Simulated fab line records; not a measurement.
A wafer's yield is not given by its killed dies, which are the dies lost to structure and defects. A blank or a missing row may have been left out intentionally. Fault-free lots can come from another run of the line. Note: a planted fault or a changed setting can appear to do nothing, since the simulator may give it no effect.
Code-filled problem report in 8D (eight disciplines) form + flow gf180mcu + the parts of the form that need people (team, actions taken, sign-off) are left out

## 1. THE ISSUE
NSD_OVL at GF_NSD_OVL_MEAS_08 reads a mean of -141.0 nm on 9 wafers of 3 lots; wafers without a fault read 0.6 nm with a standard deviation of 1.2. So: -99 or more standard deviations from the usual mean.
Earliest sighting: wafer L683.1 on overlay-02 at day 18 02:46. The record holds 42 wafers of 14 lots with a number at this step. Rule for "out", or "out of limits": more than 4 standard deviations from the usual mean. Any other wafer with a number is counted as sound.

## 2. WHAT IT IS, AND WHAT IT ISN'T
| question                    | is                     | is not                                                                                       |
|-----------------------------|------------------------|----------------------------------------------------------------------------------------------|
| which readings at this step | NSD_OVL                | -                                                                                            |
| which lots                  | L683, L685, L686       | L669, L670, L671, L673, L674, L675, L684, L687, L689, L690, L691                             |
| which wafers of those lots  | all that have a number | -                                                                                            |
| read on which gauges        | overlay-01, overlay-02 | -                                                                                            |
| when                        | from day 18 02:46      | up to then (18 sound wafers); but 15 sound wafers of L684, L687, L689, L690, L691 came after |

## 3. SUSPECTS, AND WHAT RULES EACH OUT
Counting: any tool at a process step up to the reading is kept as a suspect provided that every lot that is out went through it and no sound lot did after the first of them.
- the gauge at GF_NSD_OVL_MEAS_08 is ruled out. The wafers that are out were read on 2 gauges (overlay-01, overlay-02).
- ilineStepper-01 at GF_NSD_EXPOSE_04 (exposes mask Nplus, target cd 400 nm): kept. All lots that are out passed through it, beginning with L683 at day 17 15:29, and no sound lot followed; its final sound lot before that point was L675 at day 15 02:14.
Left after counting: ilineStepper-01 at GF_NSD_EXPOSE_04.

## 4. THE CAUSE (what the simulator had put in)
Scanner matching overlay: ilineStepper-01, from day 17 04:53 on, at GF_NSD_EXPOSE_04. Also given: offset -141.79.
After counting, this tool was the only one left.

## 5. THE EFFECT CHAIN, in route order
Each row: a reading where the mean over the struck wafers with a number is more than 3 standard deviations away from the usual. Only readings whose record carries a usual standard deviation are examined. hours: median over the lots of the time between each lot's start at the first step of this table that gives one and its start at this step. sigmas: the change, counted in usual standard deviations.
| hours | step               | reading | usual  | on struck wafers | change | sigmas      |
|-------|--------------------|---------|--------|------------------|--------|-------------|
| 0     | GF_NSD_OVL_MEAS_08 | NSD_OVL | 0.6 nm | -141.0           | -141.6 | -99 or more |

## 6. HOW IT WOULD HAVE BEEN CAUGHT EARLIER
Counted from the fault's start at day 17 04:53, it took 22 hours until the first out-of-limits reading at a measuring or inspecting step in this record, taken at day 18 02:46.
Of the lots that are out (3), L685, L686 began GF_NSD_EXPOSE_04 on ilineStepper-01 after day 18 02:46. A hold on the tool at that time would have spared those 2.
